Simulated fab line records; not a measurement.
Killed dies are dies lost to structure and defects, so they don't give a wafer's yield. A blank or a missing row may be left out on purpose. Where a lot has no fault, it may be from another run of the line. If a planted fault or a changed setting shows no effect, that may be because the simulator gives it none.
A sampling plan put to the test || flow gf180mcu || one fab line, 16 faults that these records tell of, each judged on the records of the lots that it struck
Plan = the line's own looks (route steps where a gauge or an inspection reads the wafer without altering it). Where struck wafers have a number at a look and the file lists that look's usual mean and standard deviation on fault-free wafers, the look can be judged. Caught: a look later than the fault's first step finds the struck wafers' mean 4 or more of those standard deviations (sigma) from the usual mean. On the tool: the test repeated on the tool's own readings taken at the fault's steps. A different recipe on the struck wafers counts as caught too, as does a record blank only for those wafers.

THE FAULTS, as the simulator had put them in
1. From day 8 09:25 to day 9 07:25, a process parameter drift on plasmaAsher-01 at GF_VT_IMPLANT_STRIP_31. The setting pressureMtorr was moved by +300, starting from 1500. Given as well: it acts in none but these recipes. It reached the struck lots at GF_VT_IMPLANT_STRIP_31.
2. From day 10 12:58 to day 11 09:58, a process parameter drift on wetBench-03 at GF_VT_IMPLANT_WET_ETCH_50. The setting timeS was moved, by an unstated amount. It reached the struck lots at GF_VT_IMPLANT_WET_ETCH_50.
3. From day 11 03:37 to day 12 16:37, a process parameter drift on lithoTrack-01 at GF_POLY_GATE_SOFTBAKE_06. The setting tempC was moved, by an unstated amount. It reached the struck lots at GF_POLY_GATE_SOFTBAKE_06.
4. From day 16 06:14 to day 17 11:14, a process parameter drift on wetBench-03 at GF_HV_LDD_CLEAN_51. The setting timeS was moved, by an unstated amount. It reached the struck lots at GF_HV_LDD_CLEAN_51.
5. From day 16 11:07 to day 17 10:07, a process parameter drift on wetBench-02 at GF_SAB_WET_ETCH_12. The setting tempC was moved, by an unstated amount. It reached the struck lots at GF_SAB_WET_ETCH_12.
6. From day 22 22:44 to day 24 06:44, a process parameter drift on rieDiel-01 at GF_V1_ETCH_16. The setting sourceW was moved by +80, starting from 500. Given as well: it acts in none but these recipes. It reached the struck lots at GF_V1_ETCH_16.
7. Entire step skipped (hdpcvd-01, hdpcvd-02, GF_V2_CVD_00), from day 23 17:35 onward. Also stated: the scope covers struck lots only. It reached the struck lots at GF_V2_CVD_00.
8. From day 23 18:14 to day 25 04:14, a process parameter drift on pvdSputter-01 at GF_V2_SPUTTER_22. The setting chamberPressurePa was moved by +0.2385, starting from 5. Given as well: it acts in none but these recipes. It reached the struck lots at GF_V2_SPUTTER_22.
9. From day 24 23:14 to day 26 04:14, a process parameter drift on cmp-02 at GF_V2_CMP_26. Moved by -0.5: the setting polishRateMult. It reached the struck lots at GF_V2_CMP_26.
10. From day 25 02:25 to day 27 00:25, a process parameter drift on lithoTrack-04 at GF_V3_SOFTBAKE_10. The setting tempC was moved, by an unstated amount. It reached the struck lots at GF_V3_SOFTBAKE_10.
11. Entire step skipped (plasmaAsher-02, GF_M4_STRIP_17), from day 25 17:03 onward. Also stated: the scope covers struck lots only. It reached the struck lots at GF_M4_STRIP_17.
12. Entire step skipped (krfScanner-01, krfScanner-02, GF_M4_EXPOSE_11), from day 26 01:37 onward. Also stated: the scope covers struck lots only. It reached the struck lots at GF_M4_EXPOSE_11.
13. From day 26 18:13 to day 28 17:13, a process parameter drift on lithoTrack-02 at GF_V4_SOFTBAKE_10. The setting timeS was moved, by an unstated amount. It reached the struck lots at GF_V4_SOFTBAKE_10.
14. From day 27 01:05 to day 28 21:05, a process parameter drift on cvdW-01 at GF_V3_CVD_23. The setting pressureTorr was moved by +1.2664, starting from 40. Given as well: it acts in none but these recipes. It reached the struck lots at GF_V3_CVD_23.
15. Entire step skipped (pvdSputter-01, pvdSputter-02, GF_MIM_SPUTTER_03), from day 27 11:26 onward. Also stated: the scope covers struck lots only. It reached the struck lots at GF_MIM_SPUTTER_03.
16. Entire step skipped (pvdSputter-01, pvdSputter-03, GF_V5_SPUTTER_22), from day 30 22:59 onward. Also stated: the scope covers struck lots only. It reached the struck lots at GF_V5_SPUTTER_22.

WHAT THE PLAN SAW
{"fault": 1, "on the tool itself": "chamberPressureMTorr +99 or beyond sigma", "first look that catches it": "none of the 2 looks that can be judged after it", "reading, sigma": "-", "median hours from its first step to that look": "-", "hours from the fault's start to the first struck lot there": "-", "judged looks passed uncaught": 2}
{"fault": 2, "on the tool itself": "runLengthS -26 sigma", "first look that catches it": "not the one look that can be judged after it", "reading, sigma": "-", "median hours from its first step to that look": "-", "hours from the fault's start to the first struck lot there": "-", "judged looks passed uncaught": 1}
{"fault": 3, "on the tool itself": "heaterPowerTotalW +99 or beyond sigma", "first look that catches it": "GF_POLY_GATE_CD_MEAS_10", "reading, sigma": "cdNm -47", "median hours from its first step to that look": 10.1, "hours from the fault's start to the first struck lot there": 19, "judged looks passed uncaught": 0}
{"fault": 4, "on the tool itself": "only faintly: runLengthS +2.9 sigma", "first look that catches it": "not the one look that can be judged after it", "reading, sigma": "-", "median hours from its first step to that look": "-", "hours from the fault's start to the first struck lot there": "-", "judged looks passed uncaught": 1}
{"fault": 5, "on the tool itself": "tempC -94 sigma", "first look that catches it": "none of the 2 looks that can be judged after it", "reading, sigma": "-", "median hours from its first step to that look": "-", "hours from the fault's start to the first struck lot there": "-", "judged looks passed uncaught": 2}
{"fault": 6, "on the tool itself": "rfFwdPowerW +46 sigma", "first look that catches it": "not the one look that can be judged after it", "reading, sigma": "-", "median hours from its first step to that look": "-", "hours from the fault's start to the first struck lot there": "-", "judged looks passed uncaught": 1}
{"fault": 7, "on the tool itself": "the tool's record is blank for the struck wafers", "first look that catches it": "no look after it can be judged", "reading, sigma": "-", "median hours from its first step to that look": "-", "hours from the fault's start to the first struck lot there": "-", "judged looks passed uncaught": 0}
{"fault": 8, "on the tool itself": "chamberPressurePa +21 sigma", "first look that catches it": "no look after it can be judged", "reading, sigma": "-", "median hours from its first step to that look": "-", "hours from the fault's start to the first struck lot there": "-", "judged looks passed uncaught": 0}
{"fault": 9, "on the tool itself": "overpolishRunS -99 or beyond sigma", "first look that catches it": "no look after it can be judged", "reading, sigma": "-", "median hours from its first step to that look": "-", "hours from the fault's start to the first struck lot there": "-", "judged looks passed uncaught": 0}
{"fault": 10, "on the tool itself": "heaterPowerTotalW +16 sigma", "first look that catches it": "no look after it can be judged", "reading, sigma": "-", "median hours from its first step to that look": "-", "hours from the fault's start to the first struck lot there": "-", "judged looks passed uncaught": 0}
{"fault": 11, "on the tool itself": "the tool's record is blank for the struck wafers", "first look that catches it": "no look after it can be judged", "reading, sigma": "-", "median hours from its first step to that look": "-", "hours from the fault's start to the first struck lot there": "-", "judged looks passed uncaught": 0}
{"fault": 12, "on the tool itself": "no reading that can be judged", "first look that catches it": "no look after it can be judged", "reading, sigma": "-", "median hours from its first step to that look": "-", "hours from the fault's start to the first struck lot there": "-", "judged looks passed uncaught": 0}
{"fault": 13, "on the tool itself": "runLengthS -50 sigma", "first look that catches it": "no look after it can be judged", "reading, sigma": "-", "median hours from its first step to that look": "-", "hours from the fault's start to the first struck lot there": "-", "judged looks passed uncaught": 0}
{"fault": 14, "on the tool itself": "chamberPressureTorr +16 sigma", "first look that catches it": "no look after it can be judged", "reading, sigma": "-", "median hours from its first step to that look": "-", "hours from the fault's start to the first struck lot there": "-", "judged looks passed uncaught": 0}
{"fault": 15, "on the tool itself": "the tool's record is blank for the struck wafers", "first look that catches it": "no look after it can be judged", "reading, sigma": "-", "median hours from its first step to that look": "-", "hours from the fault's start to the first struck lot there": "-", "judged looks passed uncaught": 0}
{"fault": 16, "on the tool itself": "the tool's record is blank for the struck wafers", "first look that catches it": "no look after it can be judged", "reading, sigma": "-", "median hours from its first step to that look": "-", "hours from the fault's start to the first struck lot there": "-", "judged looks passed uncaught": 0}
A dash: the fault isn't caught, or these records don't give the number.

Caught at a look: 1 of 16. Caught on the tool: 14 of 16. By one or the other: 14 of 16.
Faults caught by the tool alone: 1, 2, 5, 6, 7, 8, 9, 10, 11, 13, 14, 15, 16.
Caught by neither: faults 4, 12.

THINNER SAMPLING
Were the look that catches a fault to measure just every second or every third lot (counted by lot number), the first struck lot would, at worst, be measured this late:
{"fault": 3, "struck lots at that look, in order of time": "L646, L648", "every lot": "19 h", "every second lot": "may miss all 2", "every third lot": "may miss all 2"}
The hour figures run from when the fault began to the first measured lot among those it struck. Since the struck wafers were tested as one group against 4 sigma, a single lot by itself may lie under the limit. Other struck lots may not be in these records.

THE LONGEST TIMED WAY FROM STEP TO LOOK
In fault 3, a median of 10.1 hours elapses between GF_POLY_GATE_SOFTBAKE_06 and GF_POLY_GATE_CD_MEAS_10. No look between them can be judged.
